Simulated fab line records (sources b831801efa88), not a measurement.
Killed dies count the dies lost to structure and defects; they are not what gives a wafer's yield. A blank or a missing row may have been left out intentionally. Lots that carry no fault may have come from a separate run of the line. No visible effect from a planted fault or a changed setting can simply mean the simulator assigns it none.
What tool caused it?	flow sky130	12 lots, 36 wafers sampled, at 6 steps of a route of 708

WHAT THE GAUGES READ, wafer by wafer
SKY_NWELL_OVL_MEAS_10.
lot	measured	on	NWELL_00_OVL (nm)
L462	day 5 15:18	overlay-02	0.8 0.7 1.4
L461	day 5 15:51	overlay-01	-3.4 -1.0 -2.9
L464	day 6 06:30	overlay-02	0.5 0.4 2.8
L466	day 6 20:14	overlay-01	- - -
L468	day 7 03:57	overlay-02	-1.2 0.2 -1.4
L467	day 7 04:30	overlay-02	0.9 2.8 2.3
L471	day 7 23:47	overlay-02	-0.5 -2.0 0.5
L472	day 8 03:01	overlay-01	-0.1 -0.7 -1.0
L474	day 8 18:08	overlay-01	0.1 -0.1 1.2
L478	day 9 15:59	overlay-01	0.7 -1.5 -0.2
L479	day 9 21:45	overlay-01	1.2 -1.7 -1.4
L480	day 10 02:31	overlay-01	-3.3 -2.4 -2.2

SKY_NWELL_TW_MEAS_15.
lot	measured	on	NWELL_TW
L462	day 5 15:53	film_metro-02	1784 1784 1777
L461	day 5 16:26	film_metro-04	1830 1833 1817
L464	day 6 07:05	film_metro-03	1793 1794 1784
L466	day 6 20:50	film_metro-02	30 30 30 29 30 30
L468	day 7 04:32	film_metro-02	1790 1782 1773
L467	day 7 05:05	film_metro-02	1774 1783 1772
L471	day 8 00:23	film_metro-02	1789 1784 1779
L472	day 8 03:36	film_metro-03	1804 1795 1803
L474	day 8 18:44	film_metro-02	1790 1785 1786
L478	day 9 16:35	film_metro-04	1830 1835 1822
L479	day 9 22:20	film_metro-03	1799 1799 1797
L480	day 10 03:06	film_metro-03	1808 1798 1804

SKY_VT_ADJUST_HVTR_CD_MEAS_07: the cd target is 380 nm.
lot	measured	on	cd_nm (nm)
L462	day 10 17:15	cd_sem-02	379.5 379.8 379.4
L461	day 10 18:31	cd_sem-02	377.9 377.8 380.0
L464	day 11 16:22	cd_sem-01	384.1 383.3 381.3
L468	day 12 16:25	cd_sem-02	379.2 383.2 381.3
L467	day 12 17:49	cd_sem-02	381.1 380.0 379.7
L471	day 13 16:15	cd_sem-01	382.2 382.1 384.4
L472	day 13 22:35	cd_sem-02	380.9 379.7 379.3
L474	day 14 17:42	cd_sem-01	381.1 382.4 382.8
L478	day 15 20:03	cd_sem-01	377.3 376.8 377.9
L479	day 16 03:51	cd_sem-02	383.1 381.0 382.8
L480	day 16 12:35	cd_sem-01	377.2 376.7 378.4

SKY_VT_ADJUST_PCH_TW_MEAS_10.
lot	measured	on	VT_ADJUST_PCH_TW
L462	day 11 17:20	film_metro-04	143.4 143.1 142.8
L461	day 11 18:38	film_metro-03	141.8 142.0 142.4
L464	day 12 17:23	film_metro-03	140.6 140.9 140.4
L468	day 13 17:42	film_metro-04	143.9 144.4 144.4
L467	day 13 19:29	film_metro-04	144.4 143.5 144.2
L471	day 14 18:59	film_metro-04	144.7 143.9 143.6
L472	day 15 01:28	film_metro-04	144.1 144.0 144.4
L474	day 15 20:02	film_metro-04	143.5 144.6 144.6
L478	day 17 00:56	film_metro-04	143.3 144.8 143.5
L479	day 17 08:20	film_metro-01	145.2 144.6 145.0
L480	day 17 18:09	film_metro-03	139.9 140.8 141.4

WHAT TOOL EACH LOT RAN ON (gives the tool, then ch and the chambers of the sampled wafers, and finally the start)
lot	SKY_NWELL_EXPOSE_07	SKY_NWELL_STRIP_25
L462	iline_stepper-02 ch 0, day 5 07:17	plasma_asher-04 ch 0,1, day 6 09:44
L461	iline_stepper-02 ch 0, day 5 07:43	plasma_asher-01 ch 0,1, day 6 10:44
L464	iline_stepper-02 ch 0, day 5 21:27	plasma_asher-02 ch 0,1, day 7 02:23
L466	iline_stepper-02 ch 0, day 6 10:43	-
L468	iline_stepper-02 ch 0, day 6 18:55	plasma_asher-01 ch 0, day 8 00:08
L467	iline_stepper-02 ch 0, day 6 19:10	plasma_asher-04 ch 0,1, day 8 00:41
L471	iline_stepper-02 ch 0, day 7 13:52	plasma_asher-02 ch 0,1, day 8 20:14
L472	iline_stepper-02 ch 0, day 7 17:26	plasma_asher-04 ch 0,1, day 9 00:10
L474	iline_stepper-02 ch 0, day 8 08:33	plasma_asher-01 ch 1, day 9 15:47
L478	iline_stepper-02 ch 0, day 9 05:56	plasma_asher-04 ch 0,1, day 10 14:53
L479	iline_stepper-02 ch 0, day 9 12:51	plasma_asher-02 ch 0,1, day 10 21:14
L480	iline_stepper-02 ch 0, day 9 16:38	plasma_asher-01 ch 0,1, day 11 02:31
- SKY_NWELL_EXPOSE_07: exposes mask NWM, target cd 840 nm.
- SKY_NWELL_STRIP_25: strips in O2/N2.

WHAT THE TOOLS THEMSELVES READ (means of the sampled wafers that have a number; where no wafer has one, the mark that the record gives instead)
SKY_NWELL_EXPOSE_07.
lot	tool	reticle_temp_C (C)
L462	iline_stepper-02	22.98
L461	iline_stepper-02	23.02
L464	iline_stepper-02	22.76
L466	iline_stepper-02	22.83
L468	iline_stepper-02	22.97
L467	iline_stepper-02	22.98
L471	iline_stepper-02	23.05
L472	iline_stepper-02	22.92
L474	iline_stepper-02	22.99
L478	iline_stepper-02	23.19
L479	iline_stepper-02	23.09
L480	iline_stepper-02	23.05

SKY_NWELL_STRIP_25.
lot	tool	drypump_motor_current_A (A)	oes_product_au (a.u.)	strip_time_to_endpoint_s (s)
L462	plasma_asher-04	6.3	0.724	36.81
L461	plasma_asher-01	5.7	0.724	36.99
L464	plasma_asher-02	6.3	0.724	36.89
L468	plasma_asher-01	6.1	0.722	36.93
L467	plasma_asher-04	6.3	0.720	36.85
L471	plasma_asher-02	6.6	0.723	37.06
L472	plasma_asher-04	6.3	0.721	36.88
L474	plasma_asher-01	5.6	0.722	36.90
L478	plasma_asher-04	6.3	0.725	36.78
L479	plasma_asher-02	6.3	0.722	36.82
L480	plasma_asher-01	5.9	0.722	36.69

THE ANSWER, worked out from the rows above alone
Rule: the lots themselves supply what counts as usual. The widest of any qualifying gaps counts: lots, ordered by their means at a reading, are off when they make up no more than a third of the lots, leave a main group of 4 or more, and stand apart from it by 3 or more times the standard deviation of that group's means. If all means in a main group match to the digits the tables above print for the reading, that group is not used. A lot without any number at a reading at which 4 lots or more have one is off too. Where the step has rows for the other lots, those lots are counted as sound. Order of review: gauges by route order, followed by the tools' own readings, for which a lot's mean as printed above is used. At the first step where some lot is off, the reading lying furthest off is the one used; lots without a number count as furthest.
Off: L466, at SKY_NWELL_OVL_MEAS_10 (NWELL_00_OVL). Without a number there: L466. Main group: mean -0.3 nm, sd 1.4.
A tool fits if, at a process step before that reading, it ran every lot that is off, and no sound lot after the first of them. Not tried: the gauges at SKY_NWELL_OVL_MEAS_10; whatever is off there is also off at SKY_NWELL_TW_MEAS_15, on other tools, and gauge error can't account for it. Of those tried, none fits.

WHAT THE SIMULATOR HAD INSERTED
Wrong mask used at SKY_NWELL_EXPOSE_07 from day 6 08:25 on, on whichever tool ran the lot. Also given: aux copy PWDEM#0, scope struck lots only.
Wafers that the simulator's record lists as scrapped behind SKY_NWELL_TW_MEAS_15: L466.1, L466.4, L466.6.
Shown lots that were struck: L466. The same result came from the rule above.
